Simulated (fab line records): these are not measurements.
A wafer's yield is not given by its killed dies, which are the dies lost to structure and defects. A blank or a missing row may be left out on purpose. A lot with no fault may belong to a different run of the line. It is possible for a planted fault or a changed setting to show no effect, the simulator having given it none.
Chamber matching | flow gf180mcu | 4 sister chambers for GF_V4_ETCH_16 on rie_diel-04
The step etches BARC in N2/H2. 27 wafers are shown with their chamber, then 12 later ones without.

WAFERS PAIRED WITH THEIR CHAMBERS
wafer  | chamber | drypump_motor_current_A (A) | throttle_valve_pct (%) | oes_product_au (a.u.)
L074.3 | 2       | 5.4                         | 13.230                 | 0.856
L074.4 | 3       | 4.9                         | 13.225                 | 0.850
L074.6 | 0       | 5.1                         | 13.236                 | 0.851
L075.1 | 0       | 5.1                         | 13.224                 | 0.859
L075.2 | 1       | 5.3                         | 13.231                 | 0.854
L075.3 | 2       | 5.4                         | 13.244                 | 0.867
L078.1 | 0       | 5.1                         | 13.220                 | 0.853
L078.3 | 2       | 5.4                         | 13.226                 | 0.855
L078.4 | 3       | 4.9                         | 13.231                 | 0.856
L083.1 | 1       | 5.3                         | 13.205                 | 0.852
L083.2 | 2       | 5.4                         | 13.225                 | 0.858
L083.3 | 3       | 4.9                         | 13.224                 | 0.859
L083.4 | 0       | 5.1                         | 13.226                 | 0.858
L083.5 | 0       | 5.1                         | 13.212                 | 0.857
L083.6 | 3       | 4.9                         | 13.196                 | 0.862
L084.1 | 1       | 5.3                         | 13.228                 | 0.850
L084.4 | 2       | 5.3                         | 13.215                 | 0.858
L084.5 | 0       | 5.1                         | 13.229                 | 0.861
L085.1 | 3       | 4.9                         | 13.239                 | 0.853
L085.2 | 1       | 5.3                         | 13.221                 | 0.858
L085.3 | 0       | 5.1                         | 13.225                 | 0.853
L085.4 | 2       | 5.4                         | 13.232                 | 0.849
L085.5 | 2       | 5.3                         | 13.233                 | 0.861
L085.6 | 1       | 5.3                         | 13.221                 | 0.859
L087.2 | 1       | 5.3                         | 13.214                 | 0.852
L087.4 | 0       | 5.1                         | 13.227                 | 0.857
L087.6 | 0       | 5.1                         | 13.235                 | 0.851

SIGNATURES (means of the wafers above)
reading                 | chamber 0 | chamber 1 | chamber 2 | chamber 3 | scatter within a chamber
drypump_motor_current_A | 5.100     | 5.300     | 5.371     | 4.900     | 0.0249
throttle_valve_pct      | 13.22600  | 13.22000  | 13.22929  | 13.22300  | 0.0102
oes_product_au          | 0.85556   | 0.85417   | 0.85771   | 0.85600   | 0.0044
Rule: for a wafer and a chamber, the distance is found by dividing, reading by reading, the gap between the wafer's reading and the chamber's mean by the reading's scatter, squaring, summing and taking the root. The wafer belongs to the nearest chamber; if the next one is less than 2 further off, it can't be placed. The scatter: the root of (the sum of the squares of (reading less its chamber's mean) over the shown wafers, divided by (wafers less chambers)).

WAFERS WITH NO CHAMBER GIVEN
wafer  | drypump_motor_current_A (A) | throttle_valve_pct (%) | oes_product_au (a.u.)
L090.1 | 5.4                         | 13.225                 | 0.850
L090.4 | 5.3                         | 13.203                 | 0.858
L090.5 | 4.9                         | 13.223                 | 0.848
L093.2 | 5.3                         | 13.221                 | 0.854
L093.3 | 5.0                         | 13.237                 | 0.852
L093.4 | 4.9                         | 13.257                 | 0.865
L097.1 | 4.9                         | 13.220                 | 0.847
L097.2 | 5.0                         | 13.233                 | 0.858
L097.3 | 5.4                         | 13.222                 | 0.851
L097.4 | 5.3                         | 13.218                 | 0.852
L097.5 | 5.0                         | 13.229                 | 0.860
L097.6 | 5.3                         | 13.225                 | 0.858

CHAMBER TAKEN BY EACH
wafer  | from the rows above     | in truth
L090.1 | 2                       | 2
L090.4 | can't be placed: 1 or 2 | 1
L090.5 | 3                       | 3
L093.2 | 1                       | 1
L093.3 | can't be placed: 0 or 3 | 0
L093.4 | 3                       | 3
L097.1 | 3                       | 3
L097.2 | can't be placed: 0 or 3 | 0
L097.3 | 2                       | 2
L097.4 | 1                       | 1
L097.5 | can't be placed: 0 or 3 | 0
L097.6 | can't be placed: 1 or 2 | 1
Correctly placed: 7 of 12. Cannot be placed on the basis of these rows: 5; the candidates contain the true chamber in 5. Placed wrongly: 0.
